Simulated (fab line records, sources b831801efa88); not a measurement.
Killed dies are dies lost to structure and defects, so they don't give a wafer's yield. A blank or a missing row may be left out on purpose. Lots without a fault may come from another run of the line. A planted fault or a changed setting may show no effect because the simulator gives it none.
fab line records | flow sky130
record lots=5 wafers=15 last_day=50
route steps=708 shown SONOS_TUNNEL@163 SONOS_ONO@168 GATE_OXIDE@187 POLY_GATE@204 RES_PROTECT@206
lots that met no fault: from a run of the same line without faults
start_h: hours from the record's first day to the start of the lot's first wafer shown | wait_h: hours since the lot's step before | " the same as in the row above | L1.1+2: a row that stands for several wafers | - no value, or no start given | * or withheld: withheld | < > ~ a bound
route shown NAME@n: a module of which the file shows steps, and the number in the route of the first | usual: mean/standard deviation of fault-free wafers | same: alike in all rows | chamber/n: place in a boat | sites: the reading at each site | _std_site: their standard deviation | _edge_site: outer sites' mean less inner sites' | radius_mm: how far each site lies from the wafer's centre | mask NAME#n: copy n | behind: the tool/chamber that last shaped the wafer | hold: why the lot was held/for how many hours/how that ended | device: the transistor (n, p or np) that didn't switch | end of line: the same wafers' tests at the end of the route | a step without rows: its recipe alone | killed: dies lost to structure and defects at the first sort, not the wafer's yield | map: a wafer's dies, x killed, . not, _ none there
set.NAME: the setting as run; set.NAME@STEP: as run at that earlier step | model.NAME: the simulator's own value behind a step, which no gauge read
lots at some steps of the route; a table a step, a row a wafer
services: from which hour (start_h, from the record's first day; less than 0 if before it) a tool's chamber was out of use, for how many hours, and why
## steps
# step SKY_SONOS_TUNNEL_IMPLANT_09
# recipe species=B energy_kev=20 dose_cm2=1e+12 tilt_deg=withheld
# columns lot.wafer tool chamber start_h wait_h
L078.3+4+6 implanter-03 0 282.94 0.1
L082.1+4+5 implanter-02 0 312.18 0.0
L086.1+2+5 implanter-02 0 346.29 0.0
L092.1+3+5 implanter-04 0 404.01 0.0
L095.3+5+6 implanter-03 0 423.58 0.1
# step SKY_SONOS_TUNNEL_WET_ETCH_10
# recipe chemistry=dHF target_depth_nm=14 target=SiO2 dilution=100:1 temp_c=25 time_s=280
# columns lot.wafer tool chamber start_h wait_h
L078.3+4+6 wet_bench-02 0 283.04 0.1
L082.1+4+5 wet_bench-03 1 312.33 0.1
L086.1+2+5 wet_bench-03 3 346.44 0.1
L092.1+3+5 wet_bench-03 0 404.16 0.1
L095.3+5+6 wet_bench-02 0 423.68 0.1
# step SKY_SONOS_TUNNEL_STRIP_11
# recipe chemistry=SPM time_s=600 temp_c=130
# columns lot.wafer tool chamber start_h wait_h
L078.3+4+6 wet_bench-03 3 283.12 0.0
L082.1+4+5 wet_bench-02 0 312.42 0.0
L086.1+2+5 wet_bench-03 1 346.52 0.0
L092.1+3+5 wet_bench-01 1 404.25 0.0
L095.3+5+6 wet_bench-01 3 423.76 0.0
# step SKY_SONOS_TUNNEL_TW_MEAS_12
# usual SONOS_TUNNEL_TW=197.2/1.4
# columns lot.wafer tool chamber start_h wait_h SONOS_TUNNEL_TW
L078.3 film_metro-01 - 283.33 0.0 195.9
L078.4 " - " " 194.3
L078.6 " - " " 195.7
L082.1 film_metro-03 - 312.59 0.0 196.7
L082.4 " - " " 198.4
L082.5 " - " " 196.9
L086.1 film_metro-01 - 346.70 0.0 195.0
L086.2 " - " " 195.1
L086.5 " - " " 195.0
L092.1 film_metro-02 - 404.43 0.0 198.5
L092.3 " - " " 196.2
L092.5 " - " " 198.0
L095.3 film_metro-01 - 423.96 0.0 197.0
L095.5 " - " " 197.0
L095.6 " - " " 197.2
# step SKY_SONOS_TUNNEL_CLEAN_13
# recipe chemistry=dHF time_s=20 dilution=100:1 dry=ipa_marangoni
# columns lot.wafer tool chamber start_h wait_h
L078.3+4+6 wet_bench-01 3 283.37 0.0
L082.1+4+5 wet_bench-01 2 312.65 0.1
L086.1+2+5 wet_bench-02 0 346.76 0.1
L092.1+3+5 wet_bench-03 1 404.49 0.1
L095.3+5+6 wet_bench-02 3 424.00 0.0
# step SKY_SONOS_ONO_OXIDATION_00
# recipe temp_c=800 ambient=O2 idle_temp_c=700 ramp_up_c_per_min=10 ramp_down_c_per_min=3 stabilise_s=600 purge_s=300 target_thk_a=26 ox_time_s=1249
# columns lot.wafer tool chamber start_h wait_h
L078.3+4+6 furnace-02 0 286.50 3.1
L082.1+4+5 furnace-02 0 312.66 0.0
L086.1+2+5 furnace-01 0 347.81 1.0
L092.1+3+5 furnace-01 0 404.50 0.0
L095.3+5+6 furnace-02 0 426.09 2.1
# step SKY_SONOS_ONO_THK_MEAS_01
# recipe reads=SiO2_of_SONOS_ONO_OXIDATION_00
# usual SONOS_ONO_OXIDATION_THK=2.57/0.054
# columns lot.wafer tool chamber start_h wait_h SONOS_ONO_OXIDATION_THK[nm]
L078.3 film_metro-04 - 287.86 0.0 2.57
L078.4 " - " " 2.63
L078.6 " - " " 2.64
L082.1 film_metro-01 - 314.01 0.0 2.55
L082.4 " - " " 2.63
L082.5 " - " " 2.58
L086.1 film_metro-01 - 349.15 0.0 2.48
L086.2 " - " " 2.50
L086.5 " - " " 2.57
L092.1 film_metro-01 - 405.85 0.0 2.60
L092.3 " - " " 2.65
L092.5 " - " " 2.67
L095.3 film_metro-01 - 427.46 0.0 2.57
L095.5 " - " " 2.59
L095.6 " - " " 2.59
# step SKY_SONOS_ONO_CVD_02
# recipe material=Si3N4 precursor=DCS/NH3 target_thk_nm=10.5 temp_c=770 time_s=180 pressure_mtorr=250
# columns lot.wafer tool chamber start_h wait_h
L078.3+4+6 lpcvd-02 1 288.45 0.6
L082.1+4+5 lpcvd-02 0 315.06 1.0
L086.1+2+5 lpcvd-02 1 352.19 3.0
L092.1+3+5 lpcvd-02 1 406.10 0.2
L095.3+5+6 lpcvd-02 0 428.31 0.8
# step SKY_SONOS_ONO_THK_MEAS_03
# recipe reads=Si3N4_of_SONOS_ONO_CVD_02
# usual SONOS_ONO_CVD_02_THK=10.53/0.13
# columns lot.wafer tool chamber start_h wait_h SONOS_ONO_CVD_02_THK[nm]
L078.3 film_metro-01 - 289.52 0.0 10.66
L078.4 " - " " 10.57
L078.6 " - " " 10.69
L082.1 film_metro-04 - 316.11 0.0 10.46
L082.4 " - " " 10.51
L082.5 " - " " 10.59
L086.1 film_metro-03 - 353.24 0.0 10.47
L086.2 " - " " 10.32
L086.5 " - " " 10.47
L092.1 film_metro-03 - 407.15 0.0 10.34
L092.3 " - " " 10.37
L092.5 " - " " 10.33
L095.3 film_metro-01 - 429.38 0.0 10.72
L095.5 " - " " 10.51
L095.6 " - " " 10.60
# step SKY_SONOS_ONO_CVD_04
# recipe material=SiO2 precursor=SiH4/N2O target_thk_nm=5.7199 temp_c=900 pressure_mtorr=400
# columns lot.wafer tool chamber start_h wait_h
L078.3+4+6 lpcvd-03 1 289.56 0.0
L082.1+4+5 lpcvd-03 1 316.17 0.1
L086.1+2+5 lpcvd-03 1 353.30 0.1
L092.1+3+5 lpcvd-03 0 407.21 0.1
L095.3+5+6 lpcvd-03 0 429.42 0.0
# step SKY_SONOS_ONO_THK_MEAS_05
# recipe reads=SiO2_of_SONOS_ONO_CVD_04
# usual SONOS_ONO_CVD_04_THK=5.73/0.08
# columns lot.wafer tool chamber start_h wait_h SONOS_ONO_CVD_04_THK[nm]
L078.3 film_metro-04 - 290.83 0.0 5.64
L078.4 " - " " 5.66
L078.6 " - " " 5.61
L082.1 film_metro-01 - 318.04 0.0 5.65
L082.4 " - " " 5.69
L082.5 " - " " 5.67
L086.1 film_metro-01 - 354.55 0.0 5.64
L086.2 " - " " 5.77
L086.5 " - " " 5.68
L092.1 film_metro-01 - 408.46 0.0 5.78
L092.3 " - " " 5.67
L092.5 " - " " 5.62
L095.3 film_metro-04 - 430.69 0.0 5.71
L095.5 " - " " 5.74
L095.6 " - " " 5.70
# step SKY_SONOS_ONO_DEHYDRATE_06
# recipe temp_c=200 time_s=60
# columns lot.wafer tool chamber start_h wait_h
L078.3+4+6 litho_track-04 0 302.94 12.1
L082.1+4+5 litho_track-03 0 330.22 12.2
L086.1+2+5 litho_track-04 0 367.74 13.2
L092.1+3+5 litho_track-03 0 422.47 14.0
L095.3+5+6 litho_track-01 0 445.10 14.4
# step SKY_SONOS_ONO_HMDS_07
# recipe prime_time_s=60 prime_temp_c=120
# columns lot.wafer tool chamber start_h wait_h
L078.3+4+6 litho_track-04 0 303.09 0.1
L082.1+4+5 litho_track-03 0 330.37 0.1
L086.1+2+5 litho_track-04 0 367.89 0.1
L092.1+3+5 litho_track-03 0 422.62 0.1
L095.3+5+6 litho_track-01 0 445.25 0.1
# step SKY_SONOS_ONO_COAT_08
# recipe resist=NOVOLAK spin_rpm=3000 resist_thk_nm=1140
# columns lot.wafer tool chamber start_h wait_h
L078.3+4+6 litho_track-04 0 303.24 0.1
L082.1+4+5 litho_track-03 0 330.52 0.1
L086.1+2+5 litho_track-04 0 368.04 0.1
L092.1+3+5 litho_track-03 0 422.77 0.1
L095.3+5+6 litho_track-01 0 445.40 0.1
# step SKY_SONOS_ONO_SOFTBAKE_09
# recipe temp_c=90 time_s=60 resist=NOVOLAK
# columns lot.wafer tool chamber start_h wait_h
L078.3+4+6 litho_track-04 0 303.39 0.1
L082.1+4+5 litho_track-03 0 330.67 0.1
L086.1+2+5 litho_track-04 0 368.19 0.1
L092.1+3+5 litho_track-03 0 422.92 0.1
L095.3+5+6 litho_track-01 0 445.55 0.1
# step SKY_SONOS_ONO_EXPOSE_10
# recipe mask_id=ONOM target_cd_nm=410 na=0.6 source_shape=conventional sigma_outer=0.6 dose_mj=150
# columns lot.wafer tool chamber start_h wait_h mask
L078.3+4+6 iline_stepper-01 0 - - ONOM#0
L082.1+4+5 iline_stepper-02 0 - - ONOM#0
L086.1+2+5 iline_stepper-02 0 - - ONOM#0
L092.1+3+5 iline_stepper-02 0 - - ONOM#0
L095.3+5+6 iline_stepper-01 0 - - ONOM#0
# step SKY_SONOS_ONO_PEB_11
# recipe temp_c=withheld time_s=* resist=NOVOLAK
# columns lot.wafer tool chamber start_h wait_h
L078.3+4+6 litho_track-01 0 - -
L082.1+4+5 litho_track-01 0 - -
L086.1+2+5 litho_track-03 0 - -
L092.1+3+5 litho_track-01 0 - -
L095.3+5+6 litho_track-03 0 - -
# step SKY_SONOS_ONO_DEVELOP_12
# recipe develop_time_s=60 dev_temp_c=23
# same develop_time_s=60
# columns lot.wafer tool chamber start_h wait_h
L078.3+4+6 litho_track-01 0 317.05 0.1
L082.1+4+5 litho_track-01 0 344.45 0.1
L086.1+2+5 litho_track-03 0 382.32 0.1
L092.1+3+5 litho_track-01 0 438.45 0.1
L095.3+5+6 litho_track-03 0 461.17 0.1
# step SKY_SONOS_ONO_CD_MEAS_13
# recipe target_cd_nm=410
# usual cd_nm=409.9/2.3
# columns lot.wafer tool chamber start_h wait_h cd_nm
L078.3 cd_sem-02 - 317.19 0.1 407.5
L078.4 " - " " 409.5
L078.6 " - " " 408.9
L082.1 cd_sem-01 - 344.60 0.1 407.9
L082.4 " - " " 408.3
L082.5 " - " " 408.5
L086.1 cd_sem-02 - 382.47 0.1 414.6
L086.2 " - " " 416.1
L086.5 " - " " 414.1
L092.1 cd_sem-01 - 438.60 0.1 408.4
L092.3 " - " " 409.7
L092.5 " - " " 409.4
L095.3 cd_sem-02 - 461.31 0.1 412.0
L095.5 " - " " 411.2
L095.6 " - " " 410.5
# step SKY_SONOS_ONO_OVL_MEAS_14
# usual SONOS_ONO_OVL=-0.3/1.3
# columns lot.wafer tool chamber start_h wait_h SONOS_ONO_OVL[nm]
L078.3 overlay-02 - 317.29 0.1 -2.9
L078.4 " - " " -2.3
L078.6 " - " " -2.4
L082.1 overlay-01 - 344.72 0.1 -1.0
L082.4 " - " " 0.6
L082.5 " - " " -1.2
L086.1 overlay-01 - 382.59 0.1 -0.2
L086.2 " - " " 1.1
L086.5 " - " " -0.4
L092.1 overlay-02 - 438.72 0.1 -0.8
L092.3 " - " " 1.1
L092.5 " - " " 2.2
L095.3 overlay-01 - 461.40 0.1 -1.5
L095.5 " - " " -1.2
L095.6 " - " " -0.4
# step SKY_SONOS_ONO_ETCH_15
# recipe target_depth_nm=19.52 chemistry=CHF3/O2 source_w=600 bias_w=200 pressure_mtorr=40 chf3_flow_sccm=50 O2_flow_sccm=5 time_s=7.8
# usual drypump_motor_current_A=5.64/0.28 oes_product_au=1.003/0.0087 throttle_valve_pct=8.827/0.011
# columns lot.wafer tool chamber start_h wait_h drypump_motor_current_A oes_product_au rf_hours_counter_h throttle_valve_pct
L078.3 rie_diel-03 3 317.31 0.0 5.57 0.991 11 8.819
L078.4 " 0 " " 5.75 0.997 0 8.832
L078.6 " 3 " " 5.56 1.007 - 8.804
L082.1 rie_diel-04 3 344.76 0.0 5.37 0.991 25 8.812
L082.4 " 2 " " 5.11 1.007 0 8.825
L082.5 " 1 " " 6.15 0.994 - 8.847
L086.1 rie_diel-03 2 382.63 0.0 5.51 0.984 111 8.815
L086.2 " 0 " " 5.74 0.995 2 8.806
L086.5 " 1 " " 5.37 0.997 - 8.821
L092.1 rie_diel-03 2 438.76 0.0 5.50 0.999 0 8.821
L092.3 " 3 " " 5.55 0.998 14 8.816
L092.5 " 0 " " 5.75 0.998 - 8.843
L095.3 rie_diel-04 2 461.43 0.0 5.09 1.014 3 8.825
L095.5 " 2 " " 5.05 1.016 - 8.819
L095.6 " 1 " " 6.13 1.026 - 8.825
# step SKY_SONOS_ONO_WET_ETCH_16
# recipe chemistry=dHF target_depth_nm=14 dry=n2_spin target=SiO2 dilution=100:1 temp_c=25 time_s=280
# columns lot.wafer tool chamber start_h wait_h
L078.3+4+6 wet_bench-01 2 317.33 0.0
L082.1+4+5 wet_bench-03 0 344.78 0.0
L086.1+2+5 wet_bench-03 2 382.65 0.0
L092.1+3+5 wet_bench-03 3 438.78 0.0
L095.3+5+6 wet_bench-03 1 461.45 0.0
# step SKY_SONOS_ONO_STRIP_17
# recipe chemistry=O2/N2 power_w=1400 pressure_mtorr=1500 platen_temp_c=withheld o2_flow_sccm=3000 n2_flow_sccm=300 overash_fraction=0.5
# usual drypump_motor_current_A=5.8/0.4 oes_product_au=0.710/0.0043 strip_time_to_endpoint_s=14.12/0.046
# same overash_fraction=0.5
# columns lot.wafer tool chamber start_h wait_h drypump_motor_current_A oes_product_au rf_hours_counter_h strip_time_to_endpoint_s
L078.3 plasma_asher-01 0 317.45 0.0 5.1 0.707 - 14.11
L078.4 " 1 " " 5.7 0.705 - 14.07
L078.6 " 0 " " 5.1 0.710 - 14.14
L082.1 plasma_asher-01 0 344.87 0.0 5.1 0.708 53 14.05
L082.4 " 1 " " 5.7 0.705 - 14.09
L082.5 " 0 " " 5.1 0.702 - 14.08
L086.1 plasma_asher-01 0 382.74 0.0 5.1 0.712 57 14.13
L086.2 " 1 " " 5.7 0.707 57 14.08
L086.5 " 1 " " 5.7 0.707 - 14.12
L092.1 plasma_asher-01 1 438.87 0.0 5.7 0.707 64 14.15
L092.3 " 1 " " 5.7 0.708 - 14.06
L092.5 " 0 " " 5.1 0.709 - 14.14
L095.3 plasma_asher-04 1 461.58 0.0 5.9 0.709 - 14.12
L095.5 " 1 " " 5.9 0.714 - 14.13
L095.6 " 0 " " 5.7 0.712 - 14.12
# step SKY_SONOS_ONO_WET_ETCH_18
# recipe chemistry=H3PO4 target_depth_nm=15 target=Si3N4 temp_c=160 time_s=172
# columns lot.wafer tool chamber start_h wait_h
L078.3+4+6 wet_bench-03 2 317.52 0.0
L082.1+4+5 wet_bench-01 2 344.97 0.1
L086.1+2+5 wet_bench-03 1 382.84 0.1
L092.1+3+5 wet_bench-03 1 438.97 0.1
L095.3+5+6 wet_bench-01 2 461.64 0.0
# step SKY_GATE_OXIDE_CLEAN_00
# recipe chemistry=SC1/SC2 mix=1:4:20 temp_c=70 time_s=150 dry=n2_spin
# columns lot.wafer tool chamber start_h wait_h
L078.3+4+6 wet_bench-04 3 317.57 0.0
L082.1+4+5 wet_bench-03 0 345.08 0.0
L086.1+2+5 wet_bench-04 2 382.89 0.0
L092.1+3+5 wet_bench-04 1 439.04 0.0
L095.3+5+6 wet_bench-04 1 461.70 0.0
# step SKY_GATE_OXIDE_OXIDATION_01
# recipe temp_c=900 ambient=O2 stabilise_s=600 purge_s=300 target_thk_a=102.68 ox_time_s=1473
# columns lot.wafer tool chamber start_h wait_h
L078.3+4+6 furnace-02 0 319.38 1.8
L082.1+4+5 furnace-02 0 345.62 0.5
L086.1+2+5 furnace-02 0 384.64 1.7
L092.1+3+5 furnace-01 0 439.09 0.0
L095.3+5+6 furnace-02 0 461.75 0.0
# step SKY_GATE_OXIDE_THK_MEAS_02
# recipe reads=SiO2_of_GATE_OXIDE_OXIDATION_01
# usual GATE_OXIDE_OXIDATION_00_THK=10.20/0.21
# columns lot.wafer tool chamber start_h wait_h GATE_OXIDE_OXIDATION_00_THK[nm]
L078.3 film_metro-02 - 320.81 0.0 10.45
L078.4 " - " " 10.72
L078.6 " - " " 10.52
L082.1 film_metro-02 - 347.03 0.0 10.46
L082.4 " - " " 10.43
L082.5 " - " " 10.36
L086.1 film_metro-04 - 386.05 0.0 10.02
L086.2 " - " " 10.03
L086.5 " - " " 9.96
L092.1 film_metro-01 - 440.49 0.0 9.99
L092.3 " - " " 10.00
L092.5 " - " " 9.83
L095.3 film_metro-02 - 463.18 0.0 10.07
L095.5 " - " " 9.92
L095.6 " - " " 10.18
# step SKY_GATE_OXIDE_DEHYDRATE_03
# recipe temp_c=200 time_s=60
# columns lot.wafer tool chamber start_h wait_h
L078.3+4+6 litho_track-02 0 334.03 13.2
L082.1+4+5 litho_track-03 0 359.62 12.6
L086.1+2+5 litho_track-02 0 399.43 13.4
L092.1+3+5 litho_track-02 0 455.33 14.8
L095.3+5+6 litho_track-02 0 477.68 14.5
# step SKY_GATE_OXIDE_HMDS_04
# recipe prime_time_s=60 prime_temp_c=120
# columns lot.wafer tool chamber start_h wait_h
L078.3+4+6 litho_track-02 0 334.18 0.1
L082.1+4+5 litho_track-03 0 359.77 0.1
L086.1+2+5 litho_track-02 0 399.58 0.1
L092.1+3+5 litho_track-02 0 455.48 0.1
L095.3+5+6 litho_track-02 0 477.83 0.1
# step SKY_GATE_OXIDE_COAT_05
# recipe resist=NOVOLAK spin_rpm=3000 resist_thk_nm=1140
# columns lot.wafer tool chamber start_h wait_h
L078.3+4+6 litho_track-02 0 334.33 0.1
L082.1+4+5 litho_track-03 0 359.92 0.1
L086.1+2+5 litho_track-02 0 399.73 0.1
L092.1+3+5 litho_track-02 0 455.63 0.1
L095.3+5+6 litho_track-02 0 477.98 0.1
# step SKY_GATE_OXIDE_SOFTBAKE_06
# recipe temp_c=90 time_s=60 resist=NOVOLAK
# columns lot.wafer tool chamber start_h wait_h
L078.3+4+6 litho_track-02 0 334.48 0.1
L082.1+4+5 litho_track-03 0 360.07 0.1
L086.1+2+5 litho_track-02 0 399.88 0.1
L092.1+3+5 litho_track-02 0 455.78 0.1
L095.3+5+6 litho_track-02 0 478.13 0.1
# step SKY_GATE_OXIDE_EXPOSE_07
# recipe mask_id=LVOM na=0.6 source_shape=conventional sigma_outer=0.6 polarization=unpolarized target_cd_nm=600 dose_mj=170
# columns lot.wafer tool chamber start_h wait_h mask
L078.3+4+6 iline_stepper-01 0 - - LVOM#0
L082.1+4+5 iline_stepper-02 0 - - LVOM#0
L086.1+2+5 iline_stepper-02 0 - - LVOM#0
L092.1+3+5 iline_stepper-01 0 - - LVOM#0
L095.3+5+6 iline_stepper-02 0 - - LVOM#0
# step SKY_GATE_OXIDE_PEB_08
# recipe temp_c=withheld time_s=* resist=NOVOLAK
# columns lot.wafer tool chamber start_h wait_h
L078.3+4+6 litho_track-04 0 - -
L082.1+4+5 litho_track-03 0 - -
L086.1+2+5 litho_track-03 0 - -
L092.1+3+5 litho_track-03 0 - -
L095.3+5+6 litho_track-02 0 - -
# step SKY_GATE_OXIDE_DEVELOP_09
# recipe resist=NOVOLAK developer=TMAH develop_time_s=60 dev_temp_c=23
# same develop_time_s=60
# columns lot.wafer tool chamber start_h wait_h
L078.3+4+6 litho_track-04 0 347.09 0.1
L082.1+4+5 litho_track-03 0 374.72 0.1
L086.1+2+5 litho_track-03 0 414.62 0.1
L092.1+3+5 litho_track-03 0 470.62 0.1
L095.3+5+6 litho_track-02 0 493.48 0.1
# step SKY_GATE_OXIDE_OVL_MEAS_10
# usual GATE_OXIDE_OVL=-1.3/1.3
# columns lot.wafer tool chamber start_h wait_h GATE_OXIDE_OVL[nm]
L078.3 overlay-01 - 347.20 0.1 -0.9
L078.4 " - " " 0.7
L078.6 " - " " -0.6
L082.1 overlay-02 - 374.87 0.1 1.3
L082.4 " - " " -0.5
L082.5 " - " " 0.1
L086.1 overlay-02 - 414.77 0.1 0.0
L086.2 " - " " -2.7
L086.5 " - " " -2.8
L092.1 overlay-02 - 470.77 0.1 2.0
L092.3 " - " " -0.4
L092.5 " - " " -0.5
L095.3 overlay-01 - 493.59 0.1 -2.2
L095.5 " - " " -3.3
L095.6 " - " " -2.5
# step SKY_GATE_OXIDE_IMPLANT_11
# recipe species=B energy_kev=10 dose_cm2=2.6e+12 tilt_deg=withheld
# columns lot.wafer tool chamber start_h wait_h
L078.3+4+6 implanter-02 0 347.27 0.1
L082.1+4+5 implanter-01 0 374.91 0.0
L086.1+2+5 implanter-02 0 414.81 0.0
L092.1+3+5 implanter-04 0 470.81 0.0
L095.3+5+6 implanter-01 0 493.66 0.1
# step SKY_GATE_OXIDE_WET_ETCH_12
# recipe chemistry=dHF target_depth_nm=16.8 dry=n2_spin target=SiO2 dilution=100:1 temp_c=25 time_s=336
# columns lot.wafer tool chamber start_h wait_h
L078.3+4+6 wet_bench-01 3 347.37 0.1
L082.1+4+5 wet_bench-03 3 375.06 0.1
L086.1+2+5 wet_bench-03 3 414.96 0.1
L092.1+3+5 wet_bench-04 3 470.96 0.1
L095.3+5+6 wet_bench-03 2 493.76 0.1
# step SKY_GATE_OXIDE_STRIP_13
# recipe chemistry=O2/N2 power_w=1400 pressure_mtorr=1500 platen_temp_c=withheld o2_flow_sccm=3000 n2_flow_sccm=300 overash_fraction=0.5
# usual drypump_motor_current_A=5.9/0.35 oes_product_au=0.716/0.0046 strip_time_to_endpoint_s=14.19/0.039
# same overash_fraction=0.5
# columns lot.wafer tool chamber start_h wait_h drypump_motor_current_A oes_product_au rf_hours_counter_h strip_time_to_endpoint_s
L078.3 plasma_asher-02 0 347.61 0.0 5.3 0.717 - 14.19
L078.4 " 1 " " 6.1 0.714 - 14.19
L078.6 " 1 " " 6.1 0.713 - 14.20
L082.1 plasma_asher-03 1 375.16 0.0 5.8 0.719 66 14.14
L082.4 " 1 " " 5.8 0.714 - 14.23
L082.5 " 1 " " 5.8 0.707 - 14.15
L086.1 plasma_asher-04 0 415.07 0.0 5.7 0.709 30 14.19
L086.2 " 1 " " 5.9 0.717 30 14.17
L086.5 " 1 " " 5.9 0.721 - 14.19
L092.1 plasma_asher-02 0 471.06 0.0 5.3 0.712 4 14.21
L092.3 " 0 " " 5.3 0.717 - 14.18
L092.5 " 0 " " 5.3 0.715 - 14.22
L095.3 plasma_asher-03 1 493.90 0.0 5.8 0.715 - 14.17
L095.5 " 0 " " 6.5 0.708 - 14.18
L095.6 " 1 " " 5.8 0.714 - 14.16
# step SKY_GATE_OXIDE_TW_MEAS_14
# usual GATE_OXIDE_TW=223.1/1.6
# columns lot.wafer tool chamber start_h wait_h GATE_OXIDE_TW
L078.3 film_metro-04 - 347.70 0.1 222.8
L078.4 " - " " 222.8
L078.6 " - " " 223.7
L082.1 film_metro-02 - 375.26 0.1 224.3
L082.4 " - " " 224.9
L082.5 " - " " 225.1
L086.1 film_metro-04 - 415.17 0.1 221.2
L086.2 " - " " 220.8
L086.5 " - " " 221.3
L092.1 film_metro-02 - 471.16 0.1 223.5
L092.3 " - " " 224.1
L092.5 " - " " 222.4
L095.3 film_metro-04 - 493.99 0.1 222.1
L095.5 " - " " 222.3
L095.6 " - " " 220.7
# step SKY_GATE_OXIDE_CLEAN_15
# recipe chemistry=SC1/SC2 mix=1:4:20 temp_c=70 time_s=150 dry=n2_spin
# columns lot.wafer tool chamber start_h wait_h
L078.3+4+6 wet_bench-03 3 347.74 0.0
L082.1+4+5 wet_bench-03 0 375.32 0.1
L086.1+2+5 wet_bench-04 2 415.23 0.1
L092.1+3+5 wet_bench-01 3 471.22 0.1
L095.3+5+6 wet_bench-04 2 494.03 0.0
# step SKY_GATE_OXIDE_OXIDATION_16
# recipe temp_c=800 ambient=O2 idle_temp_c=700 ramp_up_c_per_min=10 ramp_down_c_per_min=3 stabilise_s=600 purge_s=300 target_thk_a=35.7 ox_time_s=1915
# columns lot.wafer tool chamber start_h wait_h
L078.3+4+6 furnace-02 0 349.93 2.1
L082.1+4+5 furnace-02 0 376.48 1.1
L086.1+2+5 furnace-02 0 415.31 0.0
L092.1+3+5 furnace-02 0 472.31 1.0
L095.3+5+6 furnace-01 0 494.08 0.0
# step SKY_POLY_GATE_CVD_00
# recipe material=poly-Si target_thk_nm=180 temp_c=620 time_s=720 pressure_mtorr=200
# columns lot.wafer tool chamber start_h wait_h
L078.3+4+6 lpcvd-01 0 351.46 0.0
L082.1+4+5 lpcvd-01 1 378.01 0.0
L086.1+2+5 lpcvd-01 0 416.85 0.0
L092.1+3+5 lpcvd-01 0 473.84 0.0
L095.3+5+6 lpcvd-01 1 495.61 0.0
# step SKY_POLY_GATE_THK_MEAS_01
# recipe reads=poly-Si_of_POLY_GATE_CVD_00
# usual POLY_GATE_CVD_00_THK=180.0/1.7
# columns lot.wafer tool chamber start_h wait_h POLY_GATE_CVD_00_THK[nm]
L078.3 film_metro-02 - 352.68 0.0 176.3
L078.4 " - " " 175.6
L078.6 " - " " 173.8
L082.1 film_metro-04 - 379.21 0.0 180.7
L082.4 " - " " 177.6
L082.5 " - " " 178.6
L086.1 film_metro-02 - 418.05 0.0 181.8
L086.2 " - " " 182.5
L086.5 " - " " 181.7
L092.1 film_metro-03 - 475.04 0.0 180.1
L092.3 " - " " 180.4
L092.5 " - " " 181.2
L095.3 film_metro-04 - 496.83 0.0 179.8
L095.5 " - " " 182.8
L095.6 " - " " 181.6
# step SKY_RES_PROTECT_DEHYDRATE_00
# recipe temp_c=200 time_s=60
# columns lot.wafer tool chamber start_h wait_h
L078.3+4+6 litho_track-04 0 365.94 13.3
L082.1+4+5 litho_track-04 0 393.34 14.1
L086.1+2+5 litho_track-04 0 431.89 13.8
L092.1+3+5 litho_track-02 0 489.23 14.2
L095.3+5+6 litho_track-02 0 511.48 14.6
# step SKY_RES_PROTECT_HMDS_01
# recipe prime_time_s=60 prime_temp_c=120
# columns lot.wafer tool chamber start_h wait_h
L078.3+4+6 litho_track-04 0 366.09 0.1
L082.1+4+5 litho_track-04 0 393.49 0.1
L086.1+2+5 litho_track-04 0 432.04 0.1
L092.1+3+5 litho_track-02 0 489.38 0.1
L095.3+5+6 litho_track-02 0 511.63 0.1
# step SKY_RES_PROTECT_COAT_02
# recipe resist=NOVOLAK spin_rpm=3000 resist_thk_nm=1140
# columns lot.wafer tool chamber start_h wait_h
L078.3+4+6 litho_track-04 0 366.24 0.1
L082.1+4+5 litho_track-04 0 393.64 0.1
L086.1+2+5 litho_track-04 0 432.19 0.1
L092.1+3+5 litho_track-02 0 489.53 0.1
L095.3+5+6 litho_track-02 0 511.78 0.1
# step SKY_RES_PROTECT_SOFTBAKE_03
# recipe temp_c=90 time_s=60 resist=NOVOLAK
# columns lot.wafer tool chamber start_h wait_h
L078.3+4+6 litho_track-04 0 366.39 0.1
L082.1+4+5 litho_track-04 0 393.79 0.1
L086.1+2+5 litho_track-04 0 432.34 0.1
L092.1+3+5 litho_track-02 0 489.68 0.1
L095.3+5+6 litho_track-02 0 511.93 0.1
# step SKY_RES_PROTECT_EXPOSE_04
# recipe mask_id=RPM na=0.6 source_shape=conventional sigma_outer=0.6 polarization=unpolarized target_cd_nm=1270 dose_mj=131
# columns lot.wafer tool chamber start_h wait_h mask
L078.3+4+6 iline_stepper-01 0 - - RPM#0
L082.1+4+5 iline_stepper-01 0 - - RPM#0
L086.1+2+5 iline_stepper-02 0 - - RPM#0
L092.1+3+5 iline_stepper-02 0 - - RPM#0
L095.3+5+6 iline_stepper-02 0 - - RPM#0
# step SKY_RES_PROTECT_PEB_05
# recipe temp_c=withheld time_s=* resist=NOVOLAK
# columns lot.wafer tool chamber start_h wait_h
L078.3+4+6 litho_track-04 0 - -
L082.1+4+5 litho_track-01 0 - -
L086.1+2+5 litho_track-01 0 - -
L092.1+3+5 litho_track-02 0 - -
L095.3+5+6 litho_track-02 0 - -
# step SKY_RES_PROTECT_DEVELOP_06
# recipe resist=NOVOLAK developer=TMAH develop_time_s=60 dev_temp_c=23
# same develop_time_s=60
# columns lot.wafer tool chamber start_h wait_h
L078.3+4+6 litho_track-04 0 380.54 0.1
L082.1+4+5 litho_track-01 0 408.25 0.1
L086.1+2+5 litho_track-01 0 447.50 0.1
L092.1+3+5 litho_track-02 0 505.03 0.1
L095.3+5+6 litho_track-02 0 527.63 0.1
## services
# columns tool chamber start_h hours kind
implanter-04 - 259.89 6.4 repair
iline_stepper-01 - 263.81 7.5 repair
plasma_asher-02 - 266.38 7.5 repair
furnace-01 - 276.50 8.3 pm
plasma_asher-01 - 279.79 3.9 repair
iline_stepper-02 - 303.25 1.7 pm
furnace-02 - 305.65 2.6 pm
iline_stepper-01 - 320.11 1.7 pm
wet_bench-04 - 344.01 4.4 pm
implanter-02 - 351.76 4.2 pm
implanter-02 - 358.40 0.8 repair
wet_bench-01 - 381.79 1.2 repair
furnace-01 - 384.04 1.9 pm
lpcvd-01 - 394.09 2.8 pm
furnace-01 - 418.17 2.4 pm
iline_stepper-02 - 421.40 0.6 repair
implanter-02 - 426.00 63.6 pm
rie_diel-03 1 468.39 11.6 repair
rie_diel-03 2 469.09 2.1 repair
furnace-02 - 473.84 3.7 pm
furnace-02 - 481.05 3.4 pm
lpcvd-02 - 483.20 0.5 repair
rie_diel-03 3 497.83 31.4 repair
iline_stepper-02 - 521.43 1.7 pm
## key
fault none
